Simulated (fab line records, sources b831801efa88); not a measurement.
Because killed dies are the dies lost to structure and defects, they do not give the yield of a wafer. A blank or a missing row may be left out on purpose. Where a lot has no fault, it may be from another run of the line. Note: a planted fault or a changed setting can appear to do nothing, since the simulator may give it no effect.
Which tool did it? || flow sky130 || 14 lots, 42 wafers sampled, at 4 steps of a route of 708

WHAT THE GAUGES READ, wafer by wafer
SKY_POLY_CUT_OVL_MEAS_09. Usual: for POLY_CUT_OVL the level is 0 nm and the standard deviation is 5.5.
{"lot": "L641", "measured": "day 25 06:18", "on": "overlay-01", "POLY_CUT_OVL (nm)": "0 -5 -12", "flag": ""}
{"lot": "L640", "measured": "day 25 09:09", "on": "overlay-01", "POLY_CUT_OVL (nm)": "0 5 0", "flag": ""}
{"lot": "L644", "measured": "day 25 19:08", "on": "overlay-01", "POLY_CUT_OVL (nm)": "-3 0 -6", "flag": ""}
{"lot": "L647", "measured": "day 26 20:57", "on": "overlay-01", "POLY_CUT_OVL (nm)": "6 11 6", "flag": ""}
{"lot": "L649", "measured": "day 27 15:51", "on": "overlay-02", "POLY_CUT_OVL (nm)": "2 -7 -12", "flag": ""}
{"lot": "L650", "measured": "day 28 01:39", "on": "overlay-01", "POLY_CUT_OVL (nm)": "-8 -6 2", "flag": ""}
{"lot": "L651", "measured": "day 28 02:30", "on": "overlay-02", "POLY_CUT_OVL (nm)": "3 -2 15", "flag": ""}
{"lot": "L652", "measured": "day 28 14:29", "on": "overlay-01", "POLY_CUT_OVL (nm)": "-6 5 -1", "flag": ""}
{"lot": "L653", "measured": "day 29 03:18", "on": "overlay-01", "POLY_CUT_OVL (nm)": "-1 4 4", "flag": ""}
{"lot": "L655", "measured": "day 29 15:53", "on": "overlay-01", "POLY_CUT_OVL (nm)": "-8 1 -10", "flag": ""}
{"lot": "L656", "measured": "day 29 20:09", "on": "overlay-02", "POLY_CUT_OVL (nm)": "4 3 -2", "flag": ""}
{"lot": "L661", "measured": "day 31 20:45", "on": "overlay-02", "POLY_CUT_OVL (nm)": "-13 -12 -9", "flag": ""}
{"lot": "L662", "measured": "day 31 21:41", "on": "overlay-01", "POLY_CUT_OVL (nm)": "-6 5 -9", "flag": ""}
{"lot": "L663", "measured": "day 32 06:53", "on": "overlay-01", "POLY_CUT_OVL (nm)": "11 -3 1", "flag": ""}

SKY_SD_P_TW_MEAS_11. Usual: for SD_P_TW the level is 2821 and the standard deviation is 25.
{"lot": "L641", "measured": "day 26 12:48", "on": "film_metro-04", "SD_P_TW": "2800 2784 2801", "flag": ""}
{"lot": "L640", "measured": "day 26 14:36", "on": "film_metro-03", "SD_P_TW": "2849 2834 2825", "flag": ""}
{"lot": "L644", "measured": "day 26 23:44", "on": "film_metro-03", "SD_P_TW": "2814 2814 2831", "flag": ""}
{"lot": "L647", "measured": "day 28 01:50", "on": "film_metro-03", "SD_P_TW": "2830 2861 2838", "flag": ""}
{"lot": "L649", "measured": "day 28 20:31", "on": "film_metro-03", "SD_P_TW": "2853 2855 2852", "flag": ""}
{"lot": "L650", "measured": "day 29 06:57", "on": "film_metro-03", "SD_P_TW": "2847 2851 2840", "flag": ""}
{"lot": "L651", "measured": "day 29 07:43", "on": "film_metro-03", "SD_P_TW": "2834 2845 2832", "flag": ""}
{"lot": "L652", "measured": "day 29 20:05", "on": "film_metro-03", "SD_P_TW": "2841 2821 2851", "flag": ""}
{"lot": "L653", "measured": "day 30 07:46", "on": "film_metro-02", "SD_P_TW": "2810 2804 2798", "flag": ""}
{"lot": "L655", "measured": "day 30 20:23", "on": "film_metro-02", "SD_P_TW": "2820 2829 2805", "flag": ""}
{"lot": "L656", "measured": "day 31 00:29", "on": "film_metro-02", "SD_P_TW": "2827 2836 2825", "flag": ""}
{"lot": "L661", "measured": "day 32 23:59", "on": "film_metro-04", "SD_P_TW": "2808 2769 2771", "flag": ""}
{"lot": "L662", "measured": "day 33 01:05", "on": "film_metro-03", "SD_P_TW": "2879 2870 2876", "flag": ""}
{"lot": "L663", "measured": "day 33 09:45", "on": "film_metro-03", "SD_P_TW": "2876 2869 2876", "flag": ""}

SKY_SD_N_RS_MEAS_17: measurement is done with a four-point probe. Usual: for SD_P_RS the level is 147.2 ohm/sq and the standard deviation is 0.42.
{"lot": "L641", "measured": "day 28 23:01", "on": "film_metro-04", "SD_P_RS (ohm/sq)": "147.0 147.2 146.8", "flag": ""}
{"lot": "L640", "measured": "day 29 00:45", "on": "film_metro-03", "SD_P_RS (ohm/sq)": "146.9 147.0 146.9", "flag": ""}
{"lot": "L644", "measured": "day 29 09:23", "on": "film_metro-02", "SD_P_RS (ohm/sq)": "146.6 146.6 146.6", "flag": ""}
{"lot": "L647", "measured": "day 30 12:41", "on": "film_metro-02", "SD_P_RS (ohm/sq)": "146.5 147.1 146.6", "flag": ""}
{"lot": "L649", "measured": "day 31 05:17", "on": "film_metro-03", "SD_P_RS (ohm/sq)": "147.8 147.5 147.4", "flag": ""}
{"lot": "L650", "measured": "day 31 15:53", "on": "film_metro-03", "SD_P_RS (ohm/sq)": "147.5 147.7 147.3", "flag": ""}
{"lot": "L651", "measured": "day 31 16:22", "on": "film_metro-02", "SD_P_RS (ohm/sq)": "147.1 146.8 146.9", "flag": ""}
{"lot": "L652", "measured": "day 32 03:39", "on": "film_metro-04", "SD_P_RS (ohm/sq)": "147.8 147.6 147.0", "flag": ""}
{"lot": "L653", "measured": "day 32 14:48", "on": "film_metro-03", "SD_P_RS (ohm/sq)": "147.1 147.4 147.7", "flag": ""}
{"lot": "L655", "measured": "day 33 02:53", "on": "film_metro-03", "SD_P_RS (ohm/sq)": "147.1 147.5 147.3", "flag": ""}
{"lot": "L656", "measured": "day 33 05:41", "on": "film_metro-02", "SD_P_RS (ohm/sq)": "147.7 147.7 147.4", "flag": ""}
{"lot": "L661", "measured": "day 35 06:05", "on": "film_metro-04", "SD_P_RS (ohm/sq)": "147.3 147.8 147.0", "flag": ""}
{"lot": "L662", "measured": "day 35 06:47", "on": "film_metro-04", "SD_P_RS (ohm/sq)": "147.2 147.3 147.3", "flag": ""}
{"lot": "L663", "measured": "day 35 14:41", "on": "film_metro-04", "SD_P_RS (ohm/sq)": "146.7 146.7 146.8", "flag": ""}

EACH LOT AND THE TOOL THAT RAN IT (in order: tool; ch and the chambers of the sampled wafers; start)
{"lot": "L641", "SKY_SD_N_RTA_14": "rtp_anneal-02 ch 0, day 28 22:44"}
{"lot": "L640", "SKY_SD_N_RTA_14": "rtp_anneal-01 ch 0, day 29 00:26"}
{"lot": "L644", "SKY_SD_N_RTA_14": "rtp_anneal-01 ch 0, day 29 09:05"}
{"lot": "L647", "SKY_SD_N_RTA_14": "rtp_anneal-02 ch 0, day 30 12:23"}
{"lot": "L649", "SKY_SD_N_RTA_14": "rtp_anneal-02 ch 0, day 31 04:58"}
{"lot": "L650", "SKY_SD_N_RTA_14": "rtp_anneal-01 ch 0, day 31 15:35"}
{"lot": "L651", "SKY_SD_N_RTA_14": "rtp_anneal-02 ch 0, day 31 16:03"}
{"lot": "L652", "SKY_SD_N_RTA_14": "rtp_anneal-01 ch 0, day 32 03:21"}
{"lot": "L653", "SKY_SD_N_RTA_14": "rtp_anneal-02 ch 0, day 32 14:29"}
{"lot": "L655", "SKY_SD_N_RTA_14": "rtp_anneal-02 ch 0, day 33 02:35"}
{"lot": "L656", "SKY_SD_N_RTA_14": "rtp_anneal-01 ch 0, day 33 05:23"}
{"lot": "L661", "SKY_SD_N_RTA_14": "rtp_anneal-01 ch 0, day 35 05:46"}
{"lot": "L662", "SKY_SD_N_RTA_14": "rtp_anneal-01 ch 0, day 35 06:29"}
{"lot": "L663", "SKY_SD_N_RTA_14": "rtp_anneal-02 ch 0, day 35 14:23"}
- SKY_SD_N_RTA_14: time 2 s.

WHAT THE TOOLS THEMSELVES READ (means of the sampled wafers that have a number; where no wafer has one, the mark that the record gives instead)
SKY_SD_N_RTA_14. Usual: chamber_o2_ppm 2.000, standard deviation 0.024; lamp_power_pct 15.74 %, standard deviation 0.054; ramp_up_c_per_s 150.00, standard deviation 0.029; wafer_temp_C_max 1078.1, standard deviation 1.4.
{"lot": "L641", "tool": "rtp_anneal-02", "chamber_o2_ppm": 2.043, "lamp_power_pct (%)": 15.76, "ramp_up_c_per_s": 150.01, "wafer_temp_C_max": 1079.5, "flag": ""}
{"lot": "L640", "tool": "rtp_anneal-01", "chamber_o2_ppm": 1.999, "lamp_power_pct (%)": 15.75, "ramp_up_c_per_s": 150.00, "wafer_temp_C_max": 1078.5, "flag": ""}
{"lot": "L644", "tool": "rtp_anneal-01", "chamber_o2_ppm": 1.988, "lamp_power_pct (%)": 15.74, "ramp_up_c_per_s": 150.01, "wafer_temp_C_max": 1078.4, "flag": ""}
{"lot": "L647", "tool": "rtp_anneal-02", "chamber_o2_ppm": 1.988, "lamp_power_pct (%)": 15.80, "ramp_up_c_per_s": 150.03, "wafer_temp_C_max": 1078.7, "flag": ""}
{"lot": "L649", "tool": "rtp_anneal-02", "chamber_o2_ppm": 1.997, "lamp_power_pct (%)": 15.70, "ramp_up_c_per_s": 150.01, "wafer_temp_C_max": 1077.8, "flag": ""}
{"lot": "L650", "tool": "rtp_anneal-01", "chamber_o2_ppm": 2.005, "lamp_power_pct (%)": 15.72, "ramp_up_c_per_s": 150.03, "wafer_temp_C_max": 1078.6, "flag": ""}
{"lot": "L651", "tool": "rtp_anneal-02", "chamber_o2_ppm": 1.958, "lamp_power_pct (%)": 15.74, "ramp_up_c_per_s": 149.99, "wafer_temp_C_max": 1076.7, "flag": ""}
{"lot": "L652", "tool": "rtp_anneal-01", "chamber_o2_ppm": 1.982, "lamp_power_pct (%)": 15.73, "ramp_up_c_per_s": 150.01, "wafer_temp_C_max": 1077.5, "flag": ""}
{"lot": "L653", "tool": "rtp_anneal-02", "chamber_o2_ppm": 2.020, "lamp_power_pct (%)": 15.75, "ramp_up_c_per_s": 44.97, "wafer_temp_C_max": 1078.3, "flag": "OFF"}
{"lot": "L655", "tool": "rtp_anneal-02", "chamber_o2_ppm": 1.994, "lamp_power_pct (%)": 15.74, "ramp_up_c_per_s": 44.98, "wafer_temp_C_max": 1078.5, "flag": "OFF"}
{"lot": "L656", "tool": "rtp_anneal-01", "chamber_o2_ppm": 2.001, "lamp_power_pct (%)": 15.72, "ramp_up_c_per_s": 150.01, "wafer_temp_C_max": 1079.7, "flag": ""}
{"lot": "L661", "tool": "rtp_anneal-01", "chamber_o2_ppm": 1.998, "lamp_power_pct (%)": 15.73, "ramp_up_c_per_s": 150.00, "wafer_temp_C_max": 1078.0, "flag": ""}
{"lot": "L662", "tool": "rtp_anneal-01", "chamber_o2_ppm": 1.993, "lamp_power_pct (%)": 15.76, "ramp_up_c_per_s": 149.98, "wafer_temp_C_max": 1075.8, "flag": ""}
{"lot": "L663", "tool": "rtp_anneal-02", "chamber_o2_ppm": 2.009, "lamp_power_pct (%)": 15.68, "ramp_up_c_per_s": 150.01, "wafer_temp_C_max": 1078.0, "flag": ""}

THE ANSWER, worked out from the rows above alone
Rule: a lot is off if the mean of its wafers that have a number lies more than 3 standard deviations from the usual mean. Also off: a lot with no number at a reading for which 4 or more lots have one. Any other lot the step has rows for is counted as sound. First the gauges in route order, then the tools' own readings, where a lot's mean is used as printed above. At the first step where some lot is off, the reading lying furthest off is the one used; lots without a number count as furthest.
Off: L653, L655 (SKY_SD_N_RTA_14, ramp_up_c_per_s).
A tool fits if, at that step or a process step before it, it ran every lot that is off, and no sound lot after the first of them. Not one of the candidates tried fits.

WHAT WAS PUT IN BY THE SIMULATOR
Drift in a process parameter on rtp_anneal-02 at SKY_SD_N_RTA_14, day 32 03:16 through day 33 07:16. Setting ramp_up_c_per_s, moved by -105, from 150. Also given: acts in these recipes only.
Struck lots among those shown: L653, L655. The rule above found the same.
